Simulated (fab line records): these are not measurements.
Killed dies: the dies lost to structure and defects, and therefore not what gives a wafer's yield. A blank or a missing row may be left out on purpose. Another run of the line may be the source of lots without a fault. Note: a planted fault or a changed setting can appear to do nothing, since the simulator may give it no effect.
fab line records ; flow sky130
[record] lots = 11; wafers = 33; lastDay = 50
route steps=708 shown LDD_P@265 SD_N@350 LI_CONTACT@364 PAD_OPEN@708
lots that met no fault: taken from a fault-free run of the same line
startH: the number of hours between the record's first day and the start of the first shown wafer of the lot ; waitH: hours elapsed since this lot's preceding step ; " as in the row above ; L1.1+2: a row that stands for several wafers ; - value missing, or start not given ; * or withheld: withheld ; < > ~ a bound
route shown NAME@n: a module of which the file shows steps, and the number in the route of the first ; usual: mean/standard deviation of fault-free wafers ; same: alike in all rows ; chamber/n: place in a boat ; sites: each site's reading ; _std_site: the standard deviation of these ; _edge_site: outer sites' mean less inner sites' ; radiusMm: how far each site lies from the wafer's centre ; mask NAME#n: copy n ; behind: the most recent tool/chamber to have shaped the wafer ; hold: reason for holding the lot/hours on hold/outcome of the hold ; device: the n, p or np transistor that did not switch ; end of line: the tests these same wafers got at the end of their route ; for a step that has no rows: nothing shown but its recipe ; killed: count of dies lost to structure and defects at first sort (not the wafer's yield) ; map: dies across one wafer; x = killed, . = not, _ = none there
set.NAME: the setting the step ran with; set.NAME@STEP: the setting that earlier step ran with ; model.NAME: the simulator's own value behind a step, which no gauge read
route steps across a sampled set of lots; one table per step, one row per wafer
services: when a tool's chamber went out of use (startH, in hours from the record's first day, below 0 if earlier), for how many hours, and the reason
[[steps]]
[step SKY_LDD_P_STRIP_10]
[recipe] chemistry = O2/N2; powerW = 1400; pressureMtorr = 1500; platenTempC = withheld; o2FlowSccm = 3000; n2FlowSccm = 300; overashFraction = 0.5
[usual] drypumpMotorCurrentA = 5.8/0.35; oesProductAu = 0.716/0.0044; stripTimeToEndpointS = 14.17/0.038
lot.wafer;tool;chamber;startH;waitH;drypumpMotorCurrentA;oesProductAu;rfHoursCounterH;stripTimeToEndpointS
L833.1;plasmaAsher-01;1;458.15;0.1;5.6;0.714;76;14.17
L833.3;plasmaAsher-01;0;458.15;0.1;5.9;0.719;-;14.20
L833.4;plasmaAsher-01;1;458.15;0.1;5.6;0.711;-;14.22
L834.1;plasmaAsher-03;0;471.00;0.1;5.6;0.716;35;14.20
L834.3;plasmaAsher-03;0;471.00;0.1;5.6;0.713;-;14.20
L834.6;plasmaAsher-03;0;471.00;0.1;5.6;0.716;-;14.22
L836.1;plasmaAsher-03;0;493.15;0.1;5.6;0.709;37;14.18
L836.3;plasmaAsher-03;1;493.15;0.1;5.5;0.716;-;14.15
L836.5;plasmaAsher-03;0;493.15;0.1;5.6;0.720;-;14.16
L839.1;plasmaAsher-01;0;525.29;0.1;5.8;0.721;81;14.20
L839.4;plasmaAsher-01;1;525.29;0.1;5.7;0.712;-;14.17
L839.5;plasmaAsher-01;0;525.29;0.1;5.8;0.720;-;14.17
L841.1;plasmaAsher-01;1;548.24;0.1;5.6;0.719;83;14.08
L841.2;plasmaAsher-01;0;548.24;0.1;5.9;0.717;83;14.09
L841.3;plasmaAsher-01;1;548.24;0.1;5.6;0.718;-;14.12
L842.1;plasmaAsher-03;1;552.95;0.1;5.5;0.722;44;14.19
L842.3;plasmaAsher-03;1;552.95;0.1;5.5;0.714;-;14.16
L842.4;plasmaAsher-03;0;552.95;0.1;5.6;0.708;-;14.14
L843.2;plasmaAsher-01;0;558.35;0.1;5.8;0.713;84;14.18
L843.4;plasmaAsher-01;0;558.35;0.1;5.8;0.713;-;14.21
L843.5;plasmaAsher-01;0;558.35;0.1;5.8;0.724;-;14.18
L849.3;plasmaAsher-03;0;604.83;0.1;5.6;0.715;-;14.21
L849.4;plasmaAsher-03;1;604.83;0.1;5.5;0.717;-;14.18
L849.6;plasmaAsher-03;1;604.83;0.1;5.5;0.720;-;14.23
L851.2;plasmaAsher-03;0;619.95;0.1;5.6;0.719;51;14.08
L851.3;plasmaAsher-03;1;619.95;0.1;5.5;0.713;-;14.12
L851.6;plasmaAsher-03;1;619.95;0.1;5.5;0.717;-;14.11
L852.2;plasmaAsher-03;0;624.09;0.1;5.6;0.718;51;14.13
L852.4;plasmaAsher-03;0;624.09;0.1;5.6;0.713;-;14.13
L852.6;plasmaAsher-03;0;624.09;0.1;5.6;0.720;-;14.14
L853.1;plasmaAsher-03;1;639.54;0.1;5.5;0.713;53;14.13
L853.3;plasmaAsher-03;1;639.54;0.1;5.5;0.720;-;14.08
L853.4;plasmaAsher-03;0;639.54;0.1;5.6;0.715;-;14.13
[step SKY_SD_N_OVL_MEAS_08]
[usual] SD_N_OVL = 0.9/1.3
lot.wafer;tool;chamber;startH;waitH;SD_N_OVL[nm]
L833.1;overlay-01;-;668.26;0.1;1.2
L833.3;overlay-01;-;668.26;0.1;1.6
L833.4;overlay-01;-;668.26;0.1;1.5
L834.1;overlay-02;-;679.65;0.1;0.9
L834.3;overlay-02;-;679.65;0.1;-0.1
L834.6;overlay-02;-;679.65;0.1;-0.5
L836.1;overlay-01;-;700.10;0.1;2.8
L836.3;overlay-01;-;700.10;0.1;1.1
L836.5;overlay-01;-;700.10;0.1;2.5
L839.1;overlay-01;-;731.11;0.1;-0.9
L839.4;overlay-01;-;731.11;0.1;1.4
L839.5;overlay-01;-;731.11;0.1;0.6
L841.1;overlay-01;-;751.81;0.1;0.3
L841.2;overlay-01;-;751.81;0.1;0.7
L841.3;overlay-01;-;751.81;0.1;0.4
L842.1;overlay-02;-;756.26;0.1;2.2
L842.3;overlay-02;-;756.26;0.1;1.5
L842.4;overlay-02;-;756.26;0.1;0.1
L843.2;overlay-02;-;758.66;0.1;1.5
L843.4;overlay-02;-;758.66;0.1;0.1
L843.5;overlay-02;-;758.66;0.1;0.6
L849.3;overlay-01;-;801.98;0.1;0.0
L849.4;overlay-01;-;801.98;0.1;-1.2
L849.6;overlay-01;-;801.98;0.1;0.2
L851.2;overlay-01;-;814.91;0.1;2.5
L851.3;overlay-01;-;814.91;0.1;2.0
L851.6;overlay-01;-;814.91;0.1;1.8
L852.2;overlay-02;-;818.06;0.1;-0.4
L852.4;overlay-02;-;818.06;0.1;0.6
L852.6;overlay-02;-;818.06;0.1;0.2
L853.1;overlay-02;-;832.50;0.1;0.2
L853.3;overlay-02;-;832.50;0.1;1.0
L853.4;overlay-02;-;832.50;0.1;2.0
[step SKY_LI_CONTACT_CMP_02]
[recipe] material = PSG; downForcePsi = 4; platenRpm = 60; padVelocityMS = 0.94248
[usual] edgeZonePressureFrac = 0.999/0.0048; headPressurePsi = 4.000/0.0075; motorCurrentA = 12.6/1.2; timeToEndpointS = 32.5/2.4
lot.wafer;tool;chamber;startH;waitH;edgeZonePressureFrac;headPressurePsi;motorCurrentA;timeToEndpointS
L833.1;cmp-02;2;669.54;0.1;0.994;3.996;12.3;34.0
L833.4;cmp-02;3;669.54;0.1;0.996;3.998;12.6;37.3
L833.3;cmp-02;1;669.54;0.1;0.998;3.992;13.7;35.5
L834.3;cmp-02;3;680.96;0.1;0.999;3.994;12.7;35.4
L834.1;cmp-02;1;680.96;0.1;0.997;4.002;12.6;30.9
L834.6;cmp-02;3;680.96;0.1;1.004;3.995;12.1;32.5
L836.1;cmp-02;3;701.36;0.1;1.004;4.011;11.8;32.4
L836.3;cmp-02;0;701.36;0.1;0.994;4.001;11.0;31.5
L836.5;cmp-02;0;701.36;0.1;1.001;3.992;10.9;32.1
L839.1;cmp-02;2;732.47;0.1;1.002;4.000;12.2;30.6
L839.4;cmp-02;3;732.47;0.1;1.005;4.006;12.2;28.7
L839.5;cmp-02;1;732.47;0.1;1.002;3.995;14.0;30.7
L841.2;cmp-02;1;753.08;0.0;-;-;-;-
L841.1;cmp-02;2;753.08;0.0;-;-;-;-
L841.3;cmp-02;3;753.08;0.0;-;-;-;-
L842.1;cmp-02;3;757.52;0.1;-;-;-;-
L842.4;cmp-02;0;757.52;0.1;-;-;-;-
L842.3;cmp-02;1;757.52;0.1;-;-;-;-
L843.2;cmp-02;1;759.91;0.0;-;-;-;-
L843.4;cmp-02;0;759.91;0.0;-;-;-;-
L843.5;cmp-02;1;759.91;0.0;-;-;-;-
L849.3;cmp-02;1;803.27;0.1;0.997;3.989;13.2;29.7
L849.4;cmp-02;3;803.27;0.1;0.996;4.004;12.5;32.7
L849.6;cmp-02;0;803.27;0.1;0.991;4.002;11.1;31.2
L851.2;cmp-02;0;816.38;0.3;0.993;4.006;10.6;32.7
L851.3;cmp-02;2;816.38;0.3;0.999;4.008;12.6;35.8
L851.6;cmp-02;3;816.38;0.3;1.002;3.994;11.9;34.3
L852.4;cmp-01;2;819.31;0.0;0.997;4.006;15.3;32.4
L852.2;cmp-01;0;819.31;0.0;1.003;3.999;11.8;34.5
L852.6;cmp-01;2;819.31;0.0;0.995;4.012;15.1;34.7
L853.1;cmp-01;0;833.82;0.1;1.000;3.990;11.7;32.7
L853.3;cmp-01;1;833.82;0.1;1.006;4.003;11.9;26.6
L853.4;cmp-01;2;833.82;0.1;1.006;4.006;15.5;34.8
[step SKY_LI_CONTACT_BOW_MEAS_03]
[recipe] mode = bow
[usual] LI_CONTACT_BOW = 54/6.1
lot.wafer;tool;chamber;startH;waitH;LI_CONTACT_BOW[um]
L833.1;filmMetro-03;-;669.84;0.2;43
L833.3;filmMetro-03;-;669.84;0.2;48
L833.4;filmMetro-03;-;669.84;0.2;54
L834.1;filmMetro-01;-;681.21;0.1;49
L834.3;filmMetro-01;-;681.21;0.1;60
L834.6;filmMetro-01;-;681.21;0.1;55
L836.1;filmMetro-01;-;701.66;0.2;57
L836.3;filmMetro-01;-;701.66;0.2;58
L836.5;filmMetro-01;-;701.66;0.2;67
L839.1;filmMetro-03;-;732.67;0.1;49
L839.4;filmMetro-03;-;732.67;0.1;57
L839.5;filmMetro-03;-;732.67;0.1;62
L841.1;filmMetro-02;-;753.38;0.2;70
L841.2;filmMetro-02;-;753.38;0.2;63
L841.3;filmMetro-02;-;753.38;0.2;68
L842.1;filmMetro-01;-;757.82;0.2;78
L842.3;filmMetro-01;-;757.82;0.2;75
L842.4;filmMetro-01;-;757.82;0.2;73
L843.2;filmMetro-01;-;760.23;0.3;57
L843.4;filmMetro-01;-;760.23;0.3;66
L843.5;filmMetro-01;-;760.23;0.3;75
L849.3;filmMetro-02;-;803.56;0.2;65
L849.4;filmMetro-02;-;803.56;0.2;54
L849.6;filmMetro-02;-;803.56;0.2;60
L851.2;filmMetro-03;-;816.65;0.2;55
L851.3;filmMetro-03;-;816.65;0.2;65
L851.6;filmMetro-03;-;816.65;0.2;54
L852.2;filmMetro-01;-;819.63;0.2;60
L852.4;filmMetro-01;-;819.63;0.2;52
L852.6;filmMetro-01;-;819.63;0.2;59
L853.1;filmMetro-02;-;834.10;0.2;49
L853.3;filmMetro-02;-;834.10;0.2;43
L853.4;filmMetro-02;-;834.10;0.2;48
[step SKY_LI_CONTACT_CD_MEAS_12]
[recipe] targetCdNm = 170
[usual] cdNm = 170.4/1.4
lot.wafer;tool;chamber;startH;waitH;cdNm
L833.1;cdSem-02;-;698.44;-;168.8
L833.3;cdSem-02;-;698.44;-;170.8
L833.4;cdSem-02;-;698.44;-;169.8
L834.1;cdSem-01;-;708.79;-;169.4
L834.3;cdSem-01;-;708.79;-;169.4
L834.6;cdSem-01;-;708.79;-;169.6
L836.1;cdSem-02;-;729.79;-;167.8
L836.3;cdSem-02;-;729.79;-;168.7
L836.5;cdSem-02;-;729.79;-;168.8
L839.1;cdSem-01;-;758.03;-;171.2
L839.4;cdSem-01;-;758.03;-;170.1
L839.5;cdSem-01;-;758.03;-;170.5
L841.1;cdSem-02;-;780.34;-;170.6
L841.2;cdSem-02;-;780.34;-;170.8
L841.3;cdSem-02;-;780.34;-;169.3
L842.1;cdSem-02;-;784.09;-;168.9
L842.3;cdSem-02;-;784.09;-;169.1
L842.4;cdSem-02;-;784.09;-;169.0
L843.2;cdSem-02;-;787.00;-;171.5
L843.4;cdSem-02;-;787.00;-;171.2
L843.5;cdSem-02;-;787.00;-;171.3
L849.3;cdSem-02;-;829.27;-;170.8
L849.4;cdSem-02;-;829.27;-;171.5
L849.6;cdSem-02;-;829.27;-;172.3
L851.2;cdSem-02;-;842.71;-;169.6
L851.3;cdSem-02;-;842.71;-;168.9
L851.6;cdSem-02;-;842.71;-;170.8
L852.2;cdSem-01;-;845.30;-;172.2
L852.4;cdSem-01;-;845.30;-;171.7
L852.6;cdSem-01;-;845.30;-;171.4
L853.1;cdSem-02;-;859.69;-;170.7
L853.3;cdSem-02;-;859.69;-;168.6
L853.4;cdSem-02;-;859.69;-;170.7
[step SKY_LI_CONTACT_ETCH_15]
[recipe] target = PSG; chemistry = C4F8/O2/Ar; stopOn = Si; taperDeg = 4.15; maskMaterial = KrF-thick; sourceW = 1500; biasW = 1200; pressureMtorr = 40; c4f8FlowSccm = withheld; O2_flow_sccm = 6; Ar_flow_sccm = 300; timeS = withheld; targetDepthA = 6000
[usual] oesProductAu = 0.837/0.0042; rfFwdPowerW = 1493/4.8
lot.wafer;tool;chamber;startH;waitH;oesProductAu;rfFwdPowerW
L833.1;rieDiel-03;0;698.64;0.0;0.832;1492
L833.3;rieDiel-03;2;698.64;0.0;0.840;1485
L833.4;rieDiel-03;1;698.64;0.0;0.838;1490
L834.1;rieDiel-04;1;708.99;0.0;0.842;1489
L834.3;rieDiel-04;2;708.99;0.0;0.832;1488
L834.6;rieDiel-04;2;708.99;0.0;0.832;1488
L836.1;rieDiel-01;0;729.99;0.0;0.837;1496
L836.3;rieDiel-01;2;729.99;0.0;0.836;1494
L836.5;rieDiel-01;0;729.99;0.0;0.842;1490
L839.1;rieDiel-03;3;758.23;0.0;0.841;1486
L839.4;rieDiel-03;0;758.23;0.0;0.837;1496
L839.5;rieDiel-03;0;758.23;0.0;0.842;1494
L841.1;rieDiel-01;1;780.54;0.0;1.648;1491
L841.2;rieDiel-01;2;780.54;0.0;1.631;1492
L841.3;rieDiel-01;3;780.54;0.0;1.654;1495
L842.1;rieDiel-04;3;784.29;0.0;1.618;1502
L842.3;rieDiel-04;0;784.29;0.0;1.646;1489
L842.4;rieDiel-04;0;784.29;0.0;1.631;1495
L843.2;rieDiel-04;3;787.18;0.0;1.608;1495
L843.4;rieDiel-04;2;787.18;0.0;1.660;1501
L843.5;rieDiel-04;0;787.18;0.0;1.621;1491
L849.3;rieDiel-01;1;829.43;0.0;0.841;1499
L849.4;rieDiel-01;3;829.43;0.0;0.841;1487
L849.6;rieDiel-01;2;829.43;0.0;0.832;1495
L851.2;rieDiel-03;3;842.89;0.0;0.830;1490
L851.3;rieDiel-03;0;842.89;0.0;0.836;1501
L851.6;rieDiel-03;1;842.89;0.0;0.829;1494
L852.2;rieDiel-01;2;845.48;0.0;0.841;1494
L852.4;rieDiel-01;1;845.48;0.0;0.832;1500
L852.6;rieDiel-01;0;845.48;0.0;0.840;1498
L853.1;rieDiel-01;0;859.89;0.0;0.841;1493
L853.3;rieDiel-01;2;859.89;0.0;0.837;1495
L853.4;rieDiel-01;3;859.89;0.0;0.831;1494
[step SKY_PAD_OPEN_PROBE_99]
[usual] killed_at_M0_to_M3 = 42/7.6; killed_at_M4_up = 2.9/1.7; killedAtContacts = 24/5.1; killedAtFrontEnd = 15/4; killedAtOther = 0.2/0.38; killedDies = 84/9.9; killedOnRim = 16/4; killedOpen = 46/7.2; killedShort = 38/6.6
[same] grossDies = 492; killedAtBackSide = 0
lot.wafer;tool;chamber;startH;waitH;killed_at_M0_to_M3;killed_at_M4_up;killedAtContacts;killedAtFrontEnd;killedAtOther;killedDies;killedOnRim;killedOpen;killedShort
L834.1;prober-02;-;1101.99;0.1;37;5;30;13;0;85;11;47;38
L834.3;prober-02;-;1102.09;0.2;30;2;32;17;0;81;10;47;34
L834.6;prober-02;-;1102.24;0.2;32;0;24;23;1;80;16;41;39
L841.1;prober-01;-;1153.26;0.1;40;1;440;11;0;492;96;45;39
L841.2;prober-01;-;1153.31;0.1;45;4;428;14;1;492;96;47;39
L841.3;prober-01;-;1153.36;0.2;37;2;435;18;0;492;96;45;40
L842.1;prober-02;-;1155.95;0.1;58;7;405;22;0;492;96;63;49
L842.3;prober-02;-;1156.05;0.2;31;4;445;12;0;492;96;35;35
L842.4;prober-02;-;1156.10;0.2;32;1;440;19;0;492;96;47;26
L843.2;prober-01;-;1156.75;0.1;34;1;442;14;1;492;96;39;34
L843.4;prober-01;-;1156.85;0.2;43;5;428;16;0;492;96;52;40
L843.5;prober-01;-;1156.90;0.2;34;2;441;15;0;492;96;39;38
// killed by level:class
L834.1 LI_CONTACT:geometricParticle:open=12 CONTACT:geometricParticle:open=8 VIA1:geometricParticle:short=7 VIA2:geometricParticle:open=6 VIA1:geometricParticle:open=5 VIA3:geometricParticle:open=5 FIELD_ISO:geometricParticle:open=4 POLY_GATE:geometricParticle:short=4
L834.3 CONTACT:geometricParticle:open=20 METAL2:geometricParticle:short=7 LI_CONTACT:geometricParticle:open=5 FIELD_ISO:geometricParticle:open=4 FIELD_ISO:geometricParticle:short=4 POLY_GATE:geometricParticle:short=4 CONTACT:geometricParticle:short=4 VIA1:geometricParticle:open=4
L834.6 CONTACT:geometricParticle:open=8 VIA3:geometricParticle:open=7 FIELD_ISO:geometricParticle:short=6 POLY_GATE:geometricParticle:short=5 POLY_GATE:geometricParticle:open=5 LI_CONTACT:geometricParticle:short=5 FIELD_ISO:geometricParticle:open=4 CONTACT:geometricParticle:short=4
L841.1 LI_CONTACT:areaCmp=389 LI_CONTACT:areaEtch=19 VIA1:geometricParticle:open=12 CONTACT:geometricParticle:open=12 LOCAL_INTERCONNECT:geometricParticle:short=6 CONTACT:geometricParticle:short=6 METAL2:geometricParticle:short=6 LI_CONTACT:geometricParticle:open=5
L841.2 LI_CONTACT:areaCmp=391 LI_CONTACT:areaEtch=15 VIA2:geometricParticle:open=10 METAL2:geometricParticle:short=9 VIA1:geometricParticle:open=8 CONTACT:geometricParticle:open=6 METAL3:geometricParticle:short=5 FIELD_ISO:geometricParticle:short=4
L841.3 LI_CONTACT:areaCmp=402 LI_CONTACT:geometricParticle:open=9 VIA1:geometricParticle:open=8 CONTACT:geometricParticle:open=6 CONTACT:geometricParticle:short=6 VIA3:geometricParticle:open=6 VIA3:geometricParticle:short=6 METAL2:geometricParticle:short=5
L842.1 LI_CONTACT:areaCmp=229 LI_CONTACT:areaEtch=151 VIA1:geometricParticle:open=12 CONTACT:geometricParticle:open=11 VIA2:geometricParticle:open=10 VIA3:geometricParticle:open=10 POLY_GATE:geometricParticle:short=5 CONTACT:geometricParticle:short=5
L842.3 LI_CONTACT:areaCmp=409 LI_CONTACT:areaEtch=13 VIA1:geometricParticle:open=11 CONTACT:geometricParticle:short=8 CONTACT:geometricParticle:open=8 VIA3:geometricParticle:open=5 POLY_GATE:geometricParticle:short=4 METAL2:geometricParticle:short=4
L842.4 LI_CONTACT:areaCmp=411 CONTACT:geometricParticle:open=10 VIA1:geometricParticle:open=10 LI_CONTACT:areaEtch=8 FIELD_ISO:geometricParticle:open=5 METAL1:geometricParticle:short=5 VIA3:geometricParticle:open=5 LI_CONTACT:geometricParticle:open=4
L843.2 LI_CONTACT:areaCmp=300 LI_CONTACT:areaEtch=119 CONTACT:geometricParticle:open=8 FIELD_ISO:geometricParticle:short=6 VIA1:geometricParticle:open=6 LI_CONTACT:geometricParticle:open=5 METAL1:geometricParticle:short=5 FIELD_ISO:geometricParticle:open=4
L843.4 LI_CONTACT:areaCmp=390 CONTACT:geometricParticle:open=12 VIA2:geometricParticle:open=10 LI_CONTACT:areaEtch=10 VIA1:geometricParticle:open=8 LI_CONTACT:geometricParticle:open=6 FIELD_ISO:geometricParticle:short=5 CONTACT:geometricParticle:short=5
L843.5 LI_CONTACT:areaCmp=312 LI_CONTACT:areaEtch=103 CONTACT:geometricParticle:short=10 VIA2:geometricParticle:open=9 CONTACT:geometricParticle:open=6 VIA1:geometricParticle:open=6 FIELD_ISO:geometricParticle:short=5 LI_CONTACT:geometricParticle:short=5
[[services]]
tool;chamber;startH;hours;kind
cmp-02;-;459.67;6.2;pm
rieDiel-01;0;467.84;18.3;repair
plasmaAsher-01;-;484.61;20.1;repair
cmp-02;-;486.51;28.1;repair
plasmaAsher-01;-;501.51;0.4;repair
rieDiel-01;0;506.39;4.7;repair
cmp-02;-;510.37;4.2;repair
cmp-02;-;513.18;0.6;repair
plasmaAsher-01;-;517.17;1.8;repair
cmp-02;-;517.47;2.5;repair
cmp-02;-;572.00;4.0;pm
cmp-02;-;591.04;5.5;repair
cmp-02;-;599.33;1.8;repair
rieDiel-01;2;625.54;4.6;repair
cmp-02;-;646.84;9.8;repair
cmp-02;-;651.36;0.5;repair
rieDiel-01;2;732.26;10.7;repair
rieDiel-01;3;749.35;9.6;repair
rieDiel-01;-;753.62;2.8;pm
cmp-02;-;796.42;4.6;repair
rieDiel-01;3;818.35;7.0;repair
cmp-02;-;824.73;0.3;repair
cmp-02;-;828.86;4.7;pm
rieDiel-01;-;846.16;13.5;repair
[[key]]
[firstSign] step = SKY_LI_CONTACT_CMP_02; reading = toolRecord; direction = missing
[effect] step = SKY_LI_CONTACT_BOW_MEAS_03; reading = LI_CONTACT_BOW; direction = up; sigmas = 2.5; usual = 54; struck = 69
[effect] step = SKY_LI_CONTACT_ETCH_15; reading = oesProductAu; direction = up; sigmas = 99+; usual = 0.837; struck = 1.635
[effect] step = SKY_PAD_OPEN_PROBE_99; reading = killedAtContacts; direction = up; sigmas = 80; usual = 24; struck = 434
[moreKillsBornAt] SKY_LI_CONTACT_CMP_02@cmp-02 = 3220; SKY_LI_CONTACT_ETCH_15@rieDiel-04 = 404
metAt SKY_LI_CONTACT_CMP_02
struckLots L841,L842,L843
laterRowsLeftOut L841.1,L841.2,L841.3,L842.1,L842.3,L842.4,L843.2,L843.4,L843.5
testerLeftOut L841,L842,L843
notActingAt SKY_LDD_P_STRIP_10,SKY_SD_N_OVL_MEAS_08,SKY_LI_CONTACT_CD_MEAS_12
onsetBetween 732.47 753.08
[fault] kind = skippedStepWhole; tool = cmp-02; chamber = -; onsetH = 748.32; steps = SKY_LI_CONTACT_CMP_02; scope = struckLotsOnly
// testerLeftOut: of these lots the tester's yield and bins aren't shown, on N5 and GAA mostly nor the transistor test; their killed dies are dies lost to structure and defects alone, not to doping, threshold or leakage, so they don't give the yield
// laterRowsLeftOut: the simulator's readings of these wafers behind a module that went badly wrong aren't trusted and aren't shown, but for the sort
